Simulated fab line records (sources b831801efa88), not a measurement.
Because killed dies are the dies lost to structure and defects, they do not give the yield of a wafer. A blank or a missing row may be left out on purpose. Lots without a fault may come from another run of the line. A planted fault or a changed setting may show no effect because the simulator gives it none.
fab line records    flow sky130
record: lots: 14  wafers: 42  last-day: 50
route steps=708 shown METAL1@452 VIA1@459
lots that met no fault: from a run of the same line without faults
start-h: hours from the record's opening day to when the first of the lot's shown wafers began    wait-h: hours from the lot's prior step to this one    " same as the row above    L1.1+2: several wafers, shown together as one row    - value missing, or start not given    * or withheld: withheld    < > ~ a bound
route shown NAME@n: names a module that has steps shown in the file, with the first one's number in the route    usual: mean/standard deviation taken from wafers without a fault    same: alike in all rows    chamber/n: place in a boat    sites: readings site by site    _std_site: the standard deviation of these    _edge_site: mean of outer sites minus mean of inner sites    radius-mm: for every site, how far away it sits from the centre of the wafer    mask NAME#n: copy n    behind: the last tool/chamber to shape the wafer    hold: why the lot went on hold/how many hours it stayed there/how the hold came to an end    device: transistor that didn't switch, given as n, p or np    end of line: tests of these same wafers at the route's end    where a step has no rows: the recipe by itself    killed: count of dies lost to structure and defects at first sort (not the wafer's yield)    map: a wafer's dies, x killed, . not, _ none there
set.NAME: the setting the step ran with; set.NAME@STEP: the setting that earlier step ran with    model.NAME: the simulator's own value behind a step, which no gauge read
steps of the route over a sample of lots; a table a step, a row a wafer
services: when a tool's chamber went out of use (start-h, in hours from the record's first day, below 0 if earlier), for how many hours, and the reason
== steps ==
step: SKY_METAL1_ETCH_18
recipe: chemistry: N2/H2  target: BARC  ion-energy-ev: 200  bias-w: 100  pressure-mtorr: 30  n2-flow-sccm: 100  h2-flow-sccm: 200  icp-w: 500  stop-on: SiO2  time-s: 45.9  target-depth-a: 600
usual: drypump-motor-current-A: 6.0/0.46  oes-product-au: 0.855/0.0048  throttle-valve-pct: 13.224/0.0087
same: time-s: 45.9
lot.wafer  tool          chamber  start-h  wait-h  drypump-motor-current-A  oes-product-au  rf-hours-counter-h  throttle-valve-pct
L911.1     rie-metal-01  0        754.56   0.0     6.1                      0.860           4                   13.235
L911.4     "             0        "        "       6.1                      0.856           -                   13.211
L911.6     "             1        "        "       6.5                      0.863           -                   13.225
L912.2     rie-metal-03  0        771.66   0.0     5.5                      0.859           3                   13.218
L912.3     "             0        "        "       5.5                      0.856           -                   13.222
L912.6     "             1        "        "       6.2                      0.854           -                   13.219
L914.1     rie-metal-03  0        789.07   0.1     5.6                      0.859           4                   13.219
L914.3     "             0        "        "       5.6                      0.850           -                   13.223
L914.6     "             0        "        "       5.5                      0.863           -                   13.229
L915.3     rie-metal-02  0        796.08   0.0     5.2                      0.852           -                   13.234
L915.4     "             1        "        "       5.7                      0.854           -                   13.224
L915.6     "             0        "        "       5.2                      0.858           -                   13.222
L916.1     rie-metal-01  1        806.51   0.0     6.5                      0.855           5                   13.232
L916.3     "             1        "        "       6.5                      0.854           -                   13.231
L916.4     "             0        "        "       6.2                      0.855           -                   13.230
L919.1     rie-metal-02  1        829.26   0.0     5.7                      0.850           14                  13.220
L919.2     "             0        "        "       5.2                      0.862           1                   13.225
L919.4     "             1        "        "       5.7                      0.861           -                   13.227
L922.1     rie-metal-01  1        854.09   0.0     6.5                      0.848           7                   13.237
L922.3     "             0        "        "       6.1                      0.847           -                   13.231
L922.4     "             1        "        "       6.5                      0.854           -                   13.220
L927.1     rie-metal-03  1        894.37   0.0     6.2                      0.856           2                   13.227
L927.3     "             0        "        "       5.6                      0.853           -                   13.238
L927.5     "             0        "        "       5.6                      0.856           -                   13.215
L928.2     rie-metal-01  1        895.84   0.0     6.5                      0.852           8                   13.238
L928.3     "             0        "        "       6.1                      0.857           -                   13.236
L928.4     "             1        "        "       6.5                      0.847           -                   13.234
L930.1     rie-metal-01  0        908.64   0.0     6.1                      0.862           10                  13.223
L930.2     "             1        "        "       6.5                      0.856           9                   13.216
L930.4     "             1        "        "       6.5                      0.853           -                   13.219
L931.1     rie-metal-01  1        913.23   0.0     6.5                      0.855           9                   13.217
L931.2     "             0        "        "       6.1                      0.860           10                  13.225
L931.4     "             0        "        "       6.2                      0.860           -                   13.220
L932.3     rie-metal-03  1        918.35   0.0     6.2                      0.853           -                   13.213
L932.5     "             1        "        "       6.2                      0.856           -                   13.221
L932.6     "             0        "        "       5.6                      0.862           -                   13.228
L933.2     rie-metal-02  0        926.79   0.1     5.2                      0.853           -                   13.222
L933.4     "             0        "        "       5.3                      0.854           -                   13.218
L933.6     "             0        "        "       5.3                      0.850           -                   13.219
L934.1     rie-metal-02  0        933.47   0.1     5.3                      0.859           6                   13.229
L934.3     "             0        "        "       5.3                      0.856           -                   13.217
L934.6     "             0        "        "       5.3                      0.858           -                   13.219
step: SKY_VIA1_THK_MEAS_01
recipe: reads: SiO2_of_VIA1_HDPCVD_00
usual: VIA1_HDPCVD_THK: 1025/12
lot.wafer  tool           chamber  start-h  wait-h  VIA1_HDPCVD_THK[nm]
L911.1     film-metro-02  -        755.43   0.1     1033
L911.4     "              -        "        "       1023
L911.6     "              -        "        "       1019
L912.2     film-metro-04  -        772.52   0.1     1048
L912.3     "              -        "        "       1019
L912.6     "              -        "        "       1040
L914.1     film-metro-01  -        790.08   0.1     1038
L914.3     "              -        "        "       1033
L914.6     "              -        "        "       1045
L915.3     film-metro-04  -        796.93   0.1     1033
L915.4     "              -        "        "       1045
L915.6     "              -        "        "       1018
L916.1     film-metro-04  -        807.37   0.1     1005
L916.3     "              -        "        "       1025
L916.4     "              -        "        "       1004
L919.1     film-metro-01  -        830.11   0.1     1016
L919.2     "              -        "        "       1031
L919.4     "              -        "        "       1017
L922.1     film-metro-04  -        854.95   0.1     1026
L922.3     "              -        "        "       1017
L922.4     "              -        "        "       1036
L927.1     film-metro-04  -        895.58   0.1     1002
L927.3     "              -        "        "       1015
L927.5     "              -        "        "       1015
L928.2     film-metro-02  -        896.75   0.1     1035
L928.3     "              -        "        "       1031
L928.4     "              -        "        "       1038
L930.1     film-metro-02  -        909.50   0.1     1027
L930.2     "              -        "        "       1016
L930.4     "              -        "        "       1015
L931.1     film-metro-04  -        914.09   0.1     1025
L931.2     "              -        "        "       1015
L931.4     "              -        "        "       1030
L932.3     film-metro-01  -        919.24   0.1     1029
L932.5     "              -        "        "       1015
L932.6     "              -        "        "       1016
L933.2     film-metro-02  -        927.83   0.1     1024
L933.4     "              -        "        "       1034
L933.6     "              -        "        "       1025
L934.1     film-metro-04  -        934.48   0.1     1029
L934.3     "              -        "        "       1020
L934.6     "              -        "        "       1018
step: SKY_VIA1_DEVELOP_11
recipe: develop-time-s: 61.76  resist: KrF-thick  dev-temp-c: 21
usual: chill-plate-temp-C: 23.02/0.11  develop-time-s: 61.76/0
lot.wafer  tool            chamber  start-h  wait-h  chill-plate-temp-C  develop-time-s
L911.1     litho-track-02  0        782      -       23.12               61.76
L911.4     "               0        "        "       23.30               61.76
L911.6     "               0        "        "       23.11               61.76
L912.2     litho-track-04  0        799      -       22.97               61.76
L912.3     "               0        "        "       22.83               61.76
L912.6     "               0        "        "       22.99               61.76
L914.1     litho-track-02  0        817      -       23.13               61.76
L914.3     "               0        "        "       23.10               61.76
L914.6     "               0        "        "       23.06               61.76
L915.3     litho-track-04  0        824      -       22.95               61.76
L915.4     "               0        "        "       23.05               61.76
L915.6     "               0        "        "       23.15               61.76
L916.1     litho-track-02  0        834      -       23.05               61.76
L916.3     "               0        "        "       23.03               61.76
L916.4     "               0        "        "       22.99               61.76
L919.1     litho-track-03  0        856      -       22.89               61.76
L919.2     "               0        "        "       22.79               61.76
L919.4     "               0        "        "       22.84               61.76
L922.1     litho-track-02  0        881      -       22.96               61.76
L922.3     "               0        "        "       22.96               61.76
L922.4     "               0        "        "       22.87               61.76
L927.1     litho-track-02  -        920      -       -                   -
L927.3     "               -        "        "       -                   -
L927.5     "               -        "        "       -                   -
L928.2     litho-track-02  -        922      -       -                   -
L928.3     "               -        "        "       -                   -
L928.4     "               -        "        "       -                   -
L930.1     litho-track-02  0        934      -       23.09               61.76
L930.2     "               0        "        "       23.08               61.76
L930.4     "               0        "        "       23.08               61.76
L931.1     litho-track-02  0        938      -       23.11               61.76
L931.2     "               0        "        "       23.07               61.76
L931.4     "               0        "        "       23.16               61.76
L932.3     litho-track-03  0        944      -       22.89               61.76
L932.5     "               0        "        "       22.96               61.76
L932.6     "               0        "        "       22.94               61.76
L933.2     litho-track-04  0        952      -       22.98               61.76
L933.4     "               0        "        "       23.07               61.76
L933.6     "               0        "        "       22.95               61.76
L934.1     litho-track-03  0        958      -       22.79               61.76
L934.3     "               0        "        "       23.00               61.76
L934.6     "               0        "        "       23.02               61.76
step: SKY_VIA1_ETCH_14
recipe: chemistry: N2/H2  target: BARC  ion-energy-ev: 200  source-w: 500  bias-w: 100  pressure-mtorr: 30  n2-flow-sccm: 100  h2-flow-sccm: 200  stop-on: SiO2  time-s: 45.9  target-depth-a: 600
usual: drypump-motor-current-A: 5.72/0.22  oes-product-au: 0.855/0.0048  throttle-valve-pct: 13.224/0.0098
same: time-s: 45.9
lot.wafer  tool         chamber  start-h  wait-h  drypump-motor-current-A  oes-product-au  rf-hours-counter-h  throttle-valve-pct
L911.1     rie-diel-02  2        782.33   0.0     5.57                     0.858           15                  13.222
L911.4     "            1        "        "       5.89                     0.864           22                  13.233
L911.6     "            1        "        "       5.87                     0.862           -                   13.230
L912.2     rie-diel-02  3        799.38   0.0     5.74                     0.855           10                  13.229
L912.3     "            1        "        "       5.89                     0.853           23                  13.251
L912.6     "            3        "        "       5.78                     0.855           -                   13.216
L914.1     rie-diel-01  0        817.53   0.0     5.42                     0.858           3                   13.235
L914.3     "            2        "        "       5.94                     0.853           2                   13.222
L914.6     "            2        "        "       5.95                     0.859           -                   13.228
L915.3     rie-diel-02  2        824.33   0.0     5.61                     0.853           16                  13.234
L915.4     "            1        "        "       5.89                     0.857           -                   13.234
L915.6     "            0        "        "       5.65                     0.849           -                   13.234
L916.1     rie-diel-01  2        834.38   0.0     5.96                     0.849           2                   13.222
L916.3     "            3        "        "       5.61                     0.851           3                   13.213
L916.4     "            0        "        "       5.44                     0.849           4                   13.224
L919.1     rie-diel-03  3        856.46   0.0     5.56                     0.848           11                  13.230
L919.2     "            0        "        "       5.66                     0.853           6                   13.227
L919.4     "            1        "        "       5.67                     0.853           2                   13.220
L922.1     rie-diel-02  2        881.58   0.0     5.60                     0.854           18                  13.209
L922.3     "            3        "        "       5.78                     0.852           13                  13.244
L922.4     "            1        "        "       5.87                     0.856           25                  13.211
L927.1     rie-diel-02  2        920.68   0.0     5.60                     0.850           20                  13.217
L927.3     "            0        "        "       5.64                     0.848           19                  13.242
L927.5     "            0        "        "       5.65                     0.853           -                   13.225
L928.2     rie-diel-02  3        922.73   0.0     5.76                     0.860           14                  13.223
L928.3     "            1        "        "       5.89                     0.859           27                  13.217
L928.4     "            2        "        "       5.60                     0.852           20                  13.221
L930.1     rie-diel-03  0        934.73   0.0     5.69                     0.850           8                   13.214
L930.2     "            1        "        "       5.67                     0.860           5                   13.238
L930.4     "            2        "        "       5.62                     0.854           16                  13.221
L931.1     rie-diel-03  2        939.13   0.0     5.60                     0.848           16                  13.222
L931.2     "            3        "        "       5.54                     0.860           14                  13.214
L931.4     "            0        "        "       5.65                     0.857           9                   13.236
L932.3     rie-diel-02  0        944.76   0.0     5.65                     0.849           19                  13.231
L932.5     "            0        "        "       5.66                     0.858           -                   13.218
L932.6     "            3        "        "       5.78                     0.857           -                   13.237
L933.2     rie-diel-01  3        953.13   0.0     5.58                     0.852           7                   13.208
L933.4     "            0        "        "       5.44                     0.859           7                   13.215
L933.6     "            2        "        "       5.97                     0.849           -                   13.225
L934.1     rie-diel-03  3        958.71   0.0     5.55                     0.856           14                  13.228
L934.3     "            2        "        "       5.63                     0.847           16                  13.224
L934.6     "            3        "        "       5.54                     0.855           -                   13.211
== services ==
tool            chamber  start-h  hours  kind
rie-diel-03     1        749.67   1.2    repair
rie-metal-02    0        770.15   -      clean
rie-metal-02    0        770.15   17.2   scheduled-down
rie-metal-02    0        770.15   17.2   vent-cycle
rie-diel-03     1        775.10   -      clean
rie-diel-03     1        775.10   19.0   scheduled-down
rie-diel-03     1        775.10   19.0   vent-cycle
rie-diel-02     3        778.48   3.8    repair
rie-metal-03    1        780.63   4.1    repair
rie-metal-03    1        784.71   -      clean
rie-diel-03     1        797.27   2.6    repair
rie-diel-01     -        798.16   2.8    pm
rie-diel-03     -        805.66   0.3    repair
rie-metal-02    -        814.43   14.6   pm
rie-metal-01    -        823.20   2.8    pm
rie-diel-02     3        824.26   2.4    repair
rie-metal-03    -        839.38   28.1   pm
litho-track-02  -        841.84   -      consumable-replace:filter
rie-metal-02    -        854.92   0.4    repair
rie-diel-03     0        878.38   1.9    repair
rie-diel-02     2        891.72   3.7    repair
rie-diel-03     2        893.32   25.9   repair
rie-metal-03    0        899.86   1.0    repair
rie-diel-01     1        901.97   11.0   repair
== key ==
first-sign: step: SKY_VIA1_DEVELOP_11  reading: tool-record  direction: missing
effect none on later readings
met-at SKY_VIA1_DEVELOP_11
struck-lots L927,L928
later-rows-left-out L927.1,L927.3,L927.5,L928.2,L928.3,L928.4
sort-left-out L927.1,L927.3,L927.5,L928.2,L928.3,L928.4
not-acting-at SKY_METAL1_ETCH_18,SKY_VIA1_THK_MEAS_01,SKY_VIA1_ETCH_14
onset-between 881 920
fault: kind: skipped-step-whole  tool: litho-track-02  chamber: -  onset-h: 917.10  steps: SKY_VIA1_DEVELOP_11  scope: struck-lots-only
sort-left-out: the simulated sort isn't trusted on such a fault, so these wafers' sort isn't shown, and their yield isn't known
later-rows-left-out: the simulator's readings of these wafers behind a module that went badly wrong aren't trusted and aren't shown, but for the sort
